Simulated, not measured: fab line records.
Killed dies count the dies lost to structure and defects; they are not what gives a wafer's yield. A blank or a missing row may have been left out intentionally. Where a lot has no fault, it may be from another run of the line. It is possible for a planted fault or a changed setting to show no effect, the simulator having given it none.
The tool behind it: which one? || flow sky130 || 11 lots, 33 wafers sampled, at 6 steps of a route of 708

## WHAT THE GAUGES SHOWED, per wafer
SKY_FIELD_ISO_THK_MEAS_25.
{"lot": "L676", "measured": "day 2 07:12", "on": "film_metro-02", "FIELD_ISO_CVD_24_THK (nm)": "596 587 589"}
{"lot": "L678", "measured": "day 2 19:28", "on": "film_metro-02", "FIELD_ISO_CVD_24_THK (nm)": "585 580 597"}
{"lot": "L679", "measured": "day 2 22:47", "on": "film_metro-02", "FIELD_ISO_CVD_24_THK (nm)": "608 603 600"}
{"lot": "L680", "measured": "day 3 04:56", "on": "film_metro-02", "FIELD_ISO_CVD_24_THK (nm)": "601 595 596"}
{"lot": "L682", "measured": "day 3 15:34", "on": "film_metro-02", "FIELD_ISO_CVD_24_THK (nm)": "605 599 598"}
{"lot": "L683", "measured": "day 3 20:36", "on": "film_metro-01", "FIELD_ISO_CVD_24_THK (nm)": "586 580 596"}
{"lot": "L686", "measured": "day 4 13:29", "on": "film_metro-03", "FIELD_ISO_CVD_24_THK (nm)": "593 590 596"}
{"lot": "L693", "measured": "day 6 04:11", "on": "film_metro-02", "FIELD_ISO_CVD_24_THK (nm)": "594 594 588"}
{"lot": "L695", "measured": "day 6 12:09", "on": "film_metro-03", "FIELD_ISO_CVD_24_THK (nm)": "589 583 584"}
{"lot": "L696", "measured": "day 6 15:16", "on": "film_metro-01", "FIELD_ISO_CVD_24_THK (nm)": "598 594 594"}
{"lot": "L697", "measured": "day 6 19:33", "on": "film_metro-01", "FIELD_ISO_CVD_24_THK (nm)": "593 590 587"}

SKY_SD_P_TW_MEAS_11.
{"lot": "L676", "measured": "day 25 06:07", "on": "film_metro-04", "SD_P_TW": "2813 2804 2797"}
{"lot": "L678", "measured": "day 26 02:52", "on": "film_metro-04", "SD_P_TW": "2806 2813 2808"}
{"lot": "L679", "measured": "day 26 10:35", "on": "film_metro-03", "SD_P_TW": "2834 2833 2844"}
{"lot": "L680", "measured": "day 27 00:58", "on": "film_metro-03", "SD_P_TW": "2842 2849 2839"}
{"lot": "L682", "measured": "day 27 11:49", "on": "film_metro-03", "SD_P_TW": "2835 2873 2842"}
{"lot": "L683", "measured": "day 28 08:00", "on": "film_metro-03", "SD_P_TW": "3163 3154 3156"}
{"lot": "L686", "measured": "day 29 09:16", "on": "film_metro-04", "SD_P_TW": "2794 2798 2798"}
{"lot": "L693", "measured": "day 31 17:46", "on": "film_metro-04", "SD_P_TW": "3105 3103 3091"}
{"lot": "L695", "measured": "day 32 00:01", "on": "film_metro-03", "SD_P_TW": "2822 2816 2818"}
{"lot": "L696", "measured": "day 32 07:48", "on": "film_metro-04", "SD_P_TW": "2815 2787 2786"}
{"lot": "L697", "measured": "day 32 09:22", "on": "film_metro-03", "SD_P_TW": "2806 2809 2812"}

SKY_SD_N_RS_MEAS_17: measures by four-point-probe.
{"lot": "L676", "measured": "day 27 17:17", "on": "film_metro-02", "SD_P_RS (ohm/sq)": "147.2 147.1 146.8"}
{"lot": "L678", "measured": "day 28 13:05", "on": "film_metro-02", "SD_P_RS (ohm/sq)": "146.6 146.8 146.5"}
{"lot": "L679", "measured": "day 28 21:16", "on": "film_metro-02", "SD_P_RS (ohm/sq)": "146.1 146.3 146.5"}
{"lot": "L680", "measured": "day 29 10:43", "on": "film_metro-03", "SD_P_RS (ohm/sq)": "147.2 147.6 147.6"}
{"lot": "L682", "measured": "day 29 22:05", "on": "film_metro-03", "SD_P_RS (ohm/sq)": "146.9 146.7 146.9"}
{"lot": "L683", "measured": "day 30 16:14", "on": "film_metro-03", "SD_P_RS (ohm/sq)": "137.8 137.8 138.2"}
{"lot": "L686", "measured": "day 31 17:44", "on": "film_metro-03", "SD_P_RS (ohm/sq)": "147.3 147.1 147.2"}
{"lot": "L693", "measured": "day 33 23:00", "on": "film_metro-04", "SD_P_RS (ohm/sq)": "137.8 137.7 138.0"}
{"lot": "L695", "measured": "day 34 08:25", "on": "film_metro-03", "SD_P_RS (ohm/sq)": "146.9 147.1 146.7"}
{"lot": "L696", "measured": "day 34 13:13", "on": "film_metro-03", "SD_P_RS (ohm/sq)": "147.2 147.4 147.1"}
{"lot": "L697", "measured": "day 34 13:36", "on": "film_metro-02", "SD_P_RS (ohm/sq)": "146.3 146.5 146.4"}

SKY_CONTACT_BOW_MEAS_05.
{"lot": "L676", "measured": "day 30 05:26", "on": "film_metro-03", "CONTACT_BOW (um)": "84 86 86"}
{"lot": "L678", "measured": "day 31 00:59", "on": "film_metro-01", "CONTACT_BOW (um)": "81 77 76"}
{"lot": "L679", "measured": "day 31 08:28", "on": "film_metro-01", "CONTACT_BOW (um)": "88 98 80"}
{"lot": "L680", "measured": "day 31 21:24", "on": "film_metro-03", "CONTACT_BOW (um)": "83 78 90"}
{"lot": "L682", "measured": "day 32 12:06", "on": "film_metro-02", "CONTACT_BOW (um)": "83 87 77"}
{"lot": "L683", "measured": "day 33 01:54", "on": "film_metro-01", "CONTACT_BOW (um)": "83 75 83"}
{"lot": "L686", "measured": "day 34 01:01", "on": "film_metro-02", "CONTACT_BOW (um)": "78 79 77"}
{"lot": "L693", "measured": "day 36 07:10", "on": "film_metro-01", "CONTACT_BOW (um)": "88 74 88"}
{"lot": "L695", "measured": "day 36 16:40", "on": "film_metro-03", "CONTACT_BOW (um)": "86 80 78"}
{"lot": "L696", "measured": "day 36 20:50", "on": "film_metro-01", "CONTACT_BOW (um)": "83 76 85"}
{"lot": "L697", "measured": "day 36 21:29", "on": "film_metro-02", "CONTACT_BOW (um)": "86 93 79"}

## TOOL THAT RAN EACH LOT (tool first, then ch and the chambers of the sampled wafers, then the start)
{"lot": "L676", "SKY_SD_P_IMPLANT_09": "implanter-02 ch 0, day 25 05:54", "SKY_SD_P_STRIP_10": "plasma_asher-02 ch 0,1, day 25 06:02"}
{"lot": "L678", "SKY_SD_P_IMPLANT_09": "implanter-01 ch 0, day 26 02:39", "SKY_SD_P_STRIP_10": "plasma_asher-02 ch 0,1, day 26 02:47"}
{"lot": "L679", "SKY_SD_P_IMPLANT_09": "implanter-01 ch 0, day 26 10:20", "SKY_SD_P_STRIP_10": "plasma_asher-02 ch 0,1, day 26 10:29"}
{"lot": "L680", "SKY_SD_P_IMPLANT_09": "implanter-01 ch 0, day 27 00:43", "SKY_SD_P_STRIP_10": "plasma_asher-03 ch 0,1, day 27 00:52"}
{"lot": "L682", "SKY_SD_P_IMPLANT_09": "implanter-01 ch 0, day 27 11:34", "SKY_SD_P_STRIP_10": "plasma_asher-01 ch 0,1, day 27 11:42"}
{"lot": "L683", "SKY_SD_P_IMPLANT_09": "implanter-02 ch 0, day 28 07:24", "SKY_SD_P_STRIP_10": "plasma_asher-01 ch 0,1, day 28 07:50"}
{"lot": "L686", "SKY_SD_P_IMPLANT_09": "implanter-02 ch 0, day 29 09:02", "SKY_SD_P_STRIP_10": "plasma_asher-02 ch 0,1, day 29 09:10"}
{"lot": "L693", "SKY_SD_P_IMPLANT_09": "implanter-02 ch 0, day 31 17:13", "SKY_SD_P_STRIP_10": "plasma_asher-02 ch 0,1, day 31 17:40"}
{"lot": "L695", "SKY_SD_P_IMPLANT_09": "implanter-01 ch 0, day 31 23:46", "SKY_SD_P_STRIP_10": "plasma_asher-03 ch 0,1, day 31 23:55"}
{"lot": "L696", "SKY_SD_P_IMPLANT_09": "implanter-02 ch 0, day 32 07:33", "SKY_SD_P_STRIP_10": "plasma_asher-01 ch 0,1, day 32 07:42"}
{"lot": "L697", "SKY_SD_P_IMPLANT_09": "implanter-01 ch 0, day 32 09:07", "SKY_SD_P_STRIP_10": "plasma_asher-02 ch 1, day 32 09:16"}
- SKY_SD_P_IMPLANT_09
- SKY_SD_P_STRIP_10: strips in O2/N2.

## AS READ BY THE TOOLS THEMSELVES (means over the sampled wafers that have a number; for cases with no such wafer, the mark the record gives instead)
SKY_SD_P_IMPLANT_09.
{"lot": "L676", "tool": "implanter-02", "beam_on_s (s)": 13.5}
{"lot": "L678", "tool": "implanter-01", "beam_on_s (s)": 14.8}
{"lot": "L679", "tool": "implanter-01", "beam_on_s (s)": 14.5}
{"lot": "L680", "tool": "implanter-01", "beam_on_s (s)": 14.5}
{"lot": "L682", "tool": "implanter-01", "beam_on_s (s)": 14.3}
{"lot": "L683", "tool": "implanter-02", "beam_on_s (s)": 13.4}
{"lot": "L686", "tool": "implanter-02", "beam_on_s (s)": 13.4}
{"lot": "L693", "tool": "implanter-02", "beam_on_s (s)": 13.3}
{"lot": "L695", "tool": "implanter-01", "beam_on_s (s)": 14.1}
{"lot": "L696", "tool": "implanter-02", "beam_on_s (s)": 13.2}
{"lot": "L697", "tool": "implanter-01", "beam_on_s (s)": 14.3}

SKY_SD_P_STRIP_10.
{"lot": "L676", "tool": "plasma_asher-02", "drypump_motor_current_A (A)": 5.9, "oes_product_au (a.u.)": 0.619, "strip_time_to_endpoint_s (s)": 17.46}
{"lot": "L678", "tool": "plasma_asher-02", "drypump_motor_current_A (A)": 5.9, "oes_product_au (a.u.)": 0.618, "strip_time_to_endpoint_s (s)": 17.49}
{"lot": "L679", "tool": "plasma_asher-02", "drypump_motor_current_A (A)": 5.7, "oes_product_au (a.u.)": 0.615, "strip_time_to_endpoint_s (s)": 17.44}
{"lot": "L680", "tool": "plasma_asher-03", "drypump_motor_current_A (A)": 5.9, "oes_product_au (a.u.)": 0.618, "strip_time_to_endpoint_s (s)": 17.46}
{"lot": "L682", "tool": "plasma_asher-01", "drypump_motor_current_A (A)": 6.4, "oes_product_au (a.u.)": 0.620, "strip_time_to_endpoint_s (s)": 17.44}
{"lot": "L683", "tool": "plasma_asher-01", "drypump_motor_current_A (A)": 6.1, "oes_product_au (a.u.)": 0.594, "strip_time_to_endpoint_s (s)": 18.95}
{"lot": "L686", "tool": "plasma_asher-02", "drypump_motor_current_A (A)": 5.9, "oes_product_au (a.u.)": 0.614, "strip_time_to_endpoint_s (s)": 17.47}
{"lot": "L693", "tool": "plasma_asher-02", "drypump_motor_current_A (A)": 5.9, "oes_product_au (a.u.)": 0.592, "strip_time_to_endpoint_s (s)": 18.89}
{"lot": "L695", "tool": "plasma_asher-03", "drypump_motor_current_A (A)": 5.7, "oes_product_au (a.u.)": 0.622, "strip_time_to_endpoint_s (s)": 17.51}
{"lot": "L696", "tool": "plasma_asher-01", "drypump_motor_current_A (A)": 6.1, "oes_product_au (a.u.)": 0.625, "strip_time_to_endpoint_s (s)": 17.47}
{"lot": "L697", "tool": "plasma_asher-02", "drypump_motor_current_A (A)": 6.2, "oes_product_au (a.u.)": 0.619, "strip_time_to_endpoint_s (s)": 17.50}

## THE ANSWER, worked out from the rows above alone
Rule: what is usual is taken from the lots themselves. Put in order of their means at a reading, lots are off if they are a third of the lots or fewer, leave a main group of 4 or more, and stand apart from it by a gap of 3 or more times the standard deviation of the main group's means; of several such gaps the widest counts. A main group whose means are all the same, to the digits that the tables above print for the reading, isn't used. A lot without any number at a reading at which 4 lots or more have one is off too. Where the step has rows for the other lots, those lots are counted as sound. Order of review: gauges by route order, followed by the tools' own readings, for which a lot's mean as printed above is used. At the first step where some lot is off, the reading lying furthest off is the one used; lots without a number count as furthest.
Off: at SKY_SD_P_TW_MEAS_11 (SD_P_TW), L683, L693. The main group has a mean of 2818 with a standard deviation of 19.
A tool fits if, at a process step before that reading, it ran every lot that is off, and no sound lot after the first of them. The gauges at SKY_SD_P_TW_MEAS_11 aren't tried: what is off there is off at SKY_SD_P_STRIP_10 too, on other tools, and a gauge's error can't cause that. No candidate that was tried fits.

## WHAT THE SIMULATOR HAD PUT IN
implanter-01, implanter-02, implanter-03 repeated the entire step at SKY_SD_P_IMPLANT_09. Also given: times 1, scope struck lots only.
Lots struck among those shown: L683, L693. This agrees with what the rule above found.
